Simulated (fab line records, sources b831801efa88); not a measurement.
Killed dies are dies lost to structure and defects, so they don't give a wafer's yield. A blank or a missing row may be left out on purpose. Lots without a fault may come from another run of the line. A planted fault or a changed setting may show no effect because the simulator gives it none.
Which tool did it? | flow gf180mcu | 13 lots, 39 wafers sampled, at 5 steps of a route of 602

WHAT THE GAUGES READ, wafer by wafer
GF_M4_OVL_MEAS_15. Usual: M4_OVL -3 nm, standard deviation 5.2.
lot  | measured     | on         | M4_OVL (nm) | flag
L940 | day 23 08:50 | overlay-02 | 2 4 -5      |
L942 | day 23 22:29 | overlay-02 | -3 1 -4     |
L944 | day 24 21:06 | overlay-02 | 0 -1 -8     |
L948 | day 26 02:48 | overlay-02 | -4 -10 -4   |
L949 | day 26 14:08 | overlay-01 | -4 -4 -10   |
L950 | day 26 20:58 | overlay-02 | 0 0 0       |
L951 | day 27 02:49 | overlay-02 | -7 -5 2     |
L952 | day 27 09:46 | overlay-02 | 0 0 -1      |
L953 | day 27 18:13 | overlay-01 | -7 -8 -7    |
L954 | day 27 23:14 | overlay-02 | -5 -1 -4    |
L959 | day 29 11:42 | overlay-01 | 5 -1 8      |
L962 | day 30 08:47 | overlay-02 | 6 -2 -1     |
L963 | day 30 16:24 | overlay-02 | -12 -1 4    |

GF_V4_THK_MEAS_03. Usual: V4_CVD_02_THK 849 nm, standard deviation 12.
lot  | measured     | on            | V4_CVD_02_THK (nm) | flag
L940 | day 23 10:05 | film_metro-04 | 828 829 835        |
L942 | day 23 23:23 | film_metro-04 | 858 865 852        |
L944 | day 24 22:00 | film_metro-04 | 845 850 867        |
L948 | day 26 03:42 | film_metro-04 | 841 837 847        |
L949 | day 26 15:05 | film_metro-03 | 831 852 848        |
L950 | day 26 21:56 | film_metro-03 | 863 861 863        |
L951 | day 27 03:44 | film_metro-02 | 852 875 869        |
L952 | day 27 10:43 | film_metro-02 | 840 847 855        |
L953 | day 27 19:08 | film_metro-04 | 856 845 857        |
L954 | day 28 00:14 | film_metro-02 | 846 854 855        |
L959 | day 29 12:37 | film_metro-04 | 855 864 869        |
L962 | day 30 09:41 | film_metro-03 | 826 824 841        |
L963 | day 30 17:18 | film_metro-02 | 846 860 845        |

GF_V4_CD_MEAS_14: target cd 260 nm. Usual: cd_nm 259.9 nm, standard deviation 1.2.
lot  | measured     | on        | cd_nm (nm)        | flag
L940 | day 24 08:45 | cd_sem-02 | 258.9 260.9 260.9 |
L942 | day 24 21:42 | cd_sem-02 | 258.3 258.5 259.5 |
L944 | day 25 19:16 | cd_sem-01 | 260.7 260.6 259.5 |
L948 | day 27 00:31 | cd_sem-01 | 259.0 258.6 259.5 |
L949 | day 27 12:32 | cd_sem-02 | 259.8 259.1 258.9 |
L950 | day 27 18:54 | cd_sem-01 | 258.8 258.0 259.1 |
L951 | day 27 23:36 | cd_sem-01 | 260.8 261.4 262.3 |
L952 | day 28 07:08 | cd_sem-01 | 246.9 248.3 247.3 | OFF
L953 | day 28 15:32 | cd_sem-01 | 248.1 246.8 247.7 | OFF
L954 | day 28 20:34 | cd_sem-01 | 249.5 250.6 248.6 | OFF
L959 | day 30 07:47 | cd_sem-02 | 261.3 261.7 261.1 |
L962 | day 31 04:35 | cd_sem-01 | 260.3 259.8 260.1 |
L963 | day 31 11:25 | cd_sem-01 | 259.7 259.9 260.5 |

WHICH TOOL RAN EACH LOT (tool, then ch and the chambers of the sampled wafers, then the start)
lot  | GF_M4_STRIP_17                       | GF_V4_PEB_12
L940 | plasma_asher-01 ch 0,1, day 23 09:01 | litho_track-01 ch 0, day 24 08:24
L942 | plasma_asher-01 ch 0,1, day 23 22:39 | litho_track-01 ch 0, day 24 21:21
L944 | plasma_asher-01 ch 0,1, day 24 21:16 | litho_track-04 ch 0, day 25 18:55
L948 | plasma_asher-04 ch 0,1, day 26 02:58 | litho_track-04 ch 0, day 27 00:10
L949 | plasma_asher-01 ch 0, day 26 14:17   | litho_track-02 ch 0, day 27 12:12
L950 | plasma_asher-01 ch 0,1, day 26 21:08 | litho_track-02 ch 0, day 27 18:35
L951 | plasma_asher-02 ch 0,1, day 27 02:59 | litho_track-01 ch 0, day 27 23:15
L952 | plasma_asher-02 ch 0,1, day 27 09:56 | litho_track-02 ch 0, day 28 06:48
L953 | plasma_asher-01 ch 0,1, day 27 18:23 | litho_track-02 ch 0, day 28 15:12
L954 | plasma_asher-01 ch 1, day 27 23:25   | litho_track-02 ch 0, day 28 20:13
L959 | plasma_asher-01 ch 0,1, day 29 11:53 | litho_track-01 ch 0, day 30 07:28
L962 | plasma_asher-04 ch 0,1, day 30 08:57 | litho_track-04 ch 0, day 31 04:14
L963 | plasma_asher-01 ch 0,1, day 30 16:34 | litho_track-04 ch 0, day 31 11:04
- GF_M4_STRIP_17: strips in O2/N2.
- GF_V4_PEB_12: peb time 90 s.

WHAT THE TOOLS THEMSELVES READ (means of the sampled wafers that have a number; where no wafer has one, the mark that the record gives instead)
GF_M4_STRIP_17. Usual: drypump_motor_current_A 5.6 A, standard deviation 0.62; heater_power_w 316 W, standard deviation 26; oes_product_au 0.537 a.u., standard deviation 0.0053; strip_time_to_endpoint_s 7.38 s, standard deviation 0.054.
lot  | tool            | drypump_motor_current_A (A) | heater_power_w (W) | oes_product_au (a.u.) | strip_time_to_endpoint_s (s) | flag
L940 | plasma_asher-01 | 6.1                         | 320                | 0.540                 | 7.41                         |
L942 | plasma_asher-01 | 6.1                         | 323                | 0.532                 | 7.32                         |
L944 | plasma_asher-01 | 5.6                         | 323                | 0.543                 | 7.41                         |
L948 | plasma_asher-04 | 5.1                         | 314                | 0.535                 | 7.35                         |
L949 | plasma_asher-01 | 6.6                         | 308                | 0.538                 | 7.41                         |
L950 | plasma_asher-01 | 5.7                         | 325                | 0.541                 | 7.44                         |
L951 | plasma_asher-02 | 5.5                         | 295                | 0.534                 | 7.35                         |
L952 | plasma_asher-02 | 5.4                         | 294                | 0.539                 | 7.42                         |
L953 | plasma_asher-01 | 5.7                         | 323                | 0.540                 | 7.41                         |
L954 | plasma_asher-01 | 5.3                         | 332                | 0.535                 | 7.39                         |
L959 | plasma_asher-01 | 5.7                         | 330                | 0.540                 | 7.43                         |
L962 | plasma_asher-04 | 5.0                         | 333                | 0.531                 | 7.46                         |
L963 | plasma_asher-01 | 5.7                         | 325                | 0.539                 | 7.39                         |

GF_V4_PEB_12. Usual: heater_power_total_W 85.70 W, standard deviation 0.082.
lot  | tool           | heater_power_total_W (W) | flag
L940 | litho_track-01 | 85.75                    |
L942 | litho_track-01 | 85.71                    |
L944 | litho_track-04 | 85.64                    |
L948 | litho_track-04 | 85.73                    |
L949 | litho_track-02 | 85.68                    |
L950 | litho_track-02 | 85.68                    |
L951 | litho_track-01 | 85.76                    |
L952 | litho_track-02 | 98.26                    | OFF
L953 | litho_track-02 | 98.29                    | OFF
L954 | litho_track-02 | 98.22                    | OFF
L959 | litho_track-01 | 85.74                    |
L962 | litho_track-04 | 85.71                    |
L963 | litho_track-04 | 85.83                    |

THE ANSWER, worked out from the rows above alone
Rule: a lot is off if the mean of its wafers that have a number lies more than 3 standard deviations from the usual mean. A lot without any number at a reading at which 4 lots or more have one is off too. The other lots that the step has rows for count as sound. The gauges are gone through in route order, then the tools' own readings, and for those a lot's mean is taken as printed above. The first step at which some lot is off is used, and at that step the reading that is off furthest; a lot without a number counts as furthest.
Off: L952, L953, L954, at GF_V4_CD_MEAS_14 (cd_nm).
A tool fits if, at a process step before that reading, it ran every lot that is off, and no sound lot after the first of them. The gauges at GF_V4_CD_MEAS_14 aren't tried: what is off there is off at GF_V4_PEB_12 too, on other tools, and a gauge's error can't cause that. One fits: litho_track-02 at GF_V4_PEB_12. Its last sound lot is L950 (day 27 18:35), its first lot that is off L952 (day 28 06:48): a fault that began between those two fits.
The tool's own readings at GF_V4_PEB_12 bear it out: on the lots that are off they differ by more than 5 times the standard deviation of the sound lots' means. heater_power_total_W reads 98.26 W there against 85.72 W on the sound lots.

WHAT THE SIMULATOR HAD PUT IN
Process parameter drift: litho_track-02, from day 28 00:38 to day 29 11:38, at GF_V4_PEB_12. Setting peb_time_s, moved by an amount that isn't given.
Lots struck among those shown: L952, L953, L954. The rule above found the same.
